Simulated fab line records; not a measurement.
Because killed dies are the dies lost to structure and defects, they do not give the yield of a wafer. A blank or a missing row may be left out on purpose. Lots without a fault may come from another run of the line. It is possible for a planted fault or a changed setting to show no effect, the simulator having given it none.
Which tool was responsible? || flow gf180mcu || 12 lots (36 wafers sampled), 1 step of a 602-step route

== WHAT THE GAUGES READ, wafer by wafer ==
GF_SAB_THK_MEAS_01.
{"lot": "L075", "measured": "day 14 13:28", "on": "film-metro-03", "SAB_CVD_00_THK (nm)": "49.4 49.2 50.1"}
{"lot": "L077", "measured": "day 15 12:29", "on": "film-metro-01", "SAB_CVD_00_THK (nm)": "49.9 50.0 50.0"}
{"lot": "L079", "measured": "day 15 22:04", "on": "film-metro-02", "SAB_CVD_00_THK (nm)": "49.9 49.8 49.9"}
{"lot": "L081", "measured": "day 16 19:39", "on": "film-metro-01", "SAB_CVD_00_THK (nm)": "49.9 50.6 51.3"}
{"lot": "L083", "measured": "day 17 11:02", "on": "film-metro-02", "SAB_CVD_00_THK (nm)": "50.3 51.2 50.7"}
{"lot": "L085", "measured": "day 18 01:38", "on": "film-metro-02", "SAB_CVD_00_THK (nm)": "48.9 50.2 49.9"}
{"lot": "L087", "measured": "day 18 20:03", "on": "film-metro-01", "SAB_CVD_00_THK (nm)": "49.2 48.9 50.2"}
{"lot": "L089", "measured": "day 19 16:35", "on": "film-metro-01", "SAB_CVD_00_THK (nm)": "49.6 50.1 50.1"}
{"lot": "L091", "measured": "day 20 02:32", "on": "film-metro-02", "SAB_CVD_00_THK (nm)": "48.9 50.2 50.1"}
{"lot": "L093", "measured": "day 20 21:55", "on": "film-metro-02", "SAB_CVD_00_THK (nm)": "50.3 51.1 50.5"}
{"lot": "L095", "measured": "day 21 12:18", "on": "film-metro-01", "SAB_CVD_00_THK (nm)": "49.4 50.6 50.0"}
{"lot": "L097", "measured": "day 22 11:25", "on": "film-metro-01", "SAB_CVD_00_THK (nm)": "49.7 50.1 50.3"}

== WHICH TOOL RAN EACH LOT (tool, then ch and the chambers of the sampled wafers, then the start) ==
No process step before these readings appears in the record.

== THE ANSWER, worked out from the rows above alone ==
Rule: the usual values come from the lots themselves. The widest of any qualifying gaps counts: lots, ordered by their means at a reading, are off when they make up no more than a third of the lots, leave a main group of 4 or more, and stand apart from it by 3 or more times the standard deviation of that group's means. A main group is skipped when, at the precision printed for the reading in the tables above, its means are all equal. Also off: a lot with no number at a reading for which 4 or more lots have one. All remaining lots with rows at the step are treated as sound.
None of the lots is off at any reading shown; this tells nothing.

== WHAT WAS PUT IN BY THE SIMULATOR ==
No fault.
